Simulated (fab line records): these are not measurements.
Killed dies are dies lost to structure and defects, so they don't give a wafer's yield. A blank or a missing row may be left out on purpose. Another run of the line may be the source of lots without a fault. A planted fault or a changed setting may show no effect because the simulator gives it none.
Which tool is to blame? / flow sky130 / 7 lots, 21 wafers sampled, at 3 steps of a route of 708

WHAT THE GAUGES READ, wafer by wafer
SKY_PASSIVATION_THK_MEAS_01.
lot=L102; measured=day 44 14:39; on=film-metro-02; PASSIVATION_CVD_00_THK (nm)=92.3 89.8 92.1
lot=L105; measured=day 45 16:01; on=film-metro-04; PASSIVATION_CVD_00_THK (nm)=90.7 91.5 91.7
lot=L107; measured=day 46 21:48; on=film-metro-03; PASSIVATION_CVD_00_THK (nm)=90.4 89.2 89.9
lot=L109; measured=day 47 06:31; on=film-metro-02; PASSIVATION_CVD_00_THK (nm)=89.4 92.1 91.9
lot=L117; measured=day 48 23:43; on=film-metro-04; PASSIVATION_CVD_00_THK (nm)=90.2 89.7 90.0
lot=L119; measured=day 49 04:50; on=film-metro-03; PASSIVATION_CVD_00_THK (nm)=90.8 89.1 90.4
lot=L121; measured=day 49 09:37; on=film-metro-03; PASSIVATION_CVD_00_THK (nm)=89.0 88.0 89.8

WHAT TOOL EACH LOT RAN ON (gives the tool, then ch and the chambers of the sampled wafers, and finally the start)
lot=L102; SKY_VIA4_ETCH_12=rie-diel-01 ch 2,3, day 43 14:16; SKY_METAL5_SPUTTER_00=pvd-sputter-03, day 43 15:46
lot=L105; SKY_VIA4_ETCH_12=rie-diel-04 ch 1,2,3, day 44 16:50; SKY_METAL5_SPUTTER_00=pvd-sputter-01, day 44 18:23
lot=L107; SKY_VIA4_ETCH_12=rie-diel-04 ch 0,1,3, day 45 23:07; SKY_METAL5_SPUTTER_00=pvd-sputter-03, day 46 00:26
lot=L109; SKY_VIA4_ETCH_12=rie-diel-04 ch 0,1,3, day 46 07:16; SKY_METAL5_SPUTTER_00=pvd-sputter-03, day 46 09:08
lot=L117; SKY_VIA4_ETCH_12=rie-diel-01 ch 0,1,2, day 48 01:47; SKY_METAL5_SPUTTER_00=pvd-sputter-01, day 48 03:14
lot=L119; SKY_VIA4_ETCH_12=rie-diel-03 ch 0,1, day 48 07:05; SKY_METAL5_SPUTTER_00=pvd-sputter-04, day 48 08:27
lot=L121; SKY_VIA4_ETCH_12=rie-diel-01 ch 1,2,3, day 48 12:14; SKY_METAL5_SPUTTER_00=pvd-sputter-03, day 48 14:10
- SKY_VIA4_ETCH_12: etches SiO2 in C4F8/O2/Ar, stops on TiN, target depth 580 nm.
- SKY_METAL5_SPUTTER_00: material Ti, target thk 15 nm, time 10 s.

THE ANSWER, worked out from the rows above alone
Rule: the usual values come from the lots themselves. The widest of any qualifying gaps counts: lots, ordered by their means at a reading, are off when they make up no more than a third of the lots, leave a main group of 4 or more, and stand apart from it by 3 or more times the standard deviation of that group's means. If all means in a main group match to the digits the tables above print for the reading, that group is not used. A lot without any number at a reading at which 4 lots or more have one is off too. Where the step has rows for the other lots, those lots are counted as sound.
No lot is off on any of the readings shown, so nothing can be concluded from this.

WHAT THE SIMULATOR PUT IN
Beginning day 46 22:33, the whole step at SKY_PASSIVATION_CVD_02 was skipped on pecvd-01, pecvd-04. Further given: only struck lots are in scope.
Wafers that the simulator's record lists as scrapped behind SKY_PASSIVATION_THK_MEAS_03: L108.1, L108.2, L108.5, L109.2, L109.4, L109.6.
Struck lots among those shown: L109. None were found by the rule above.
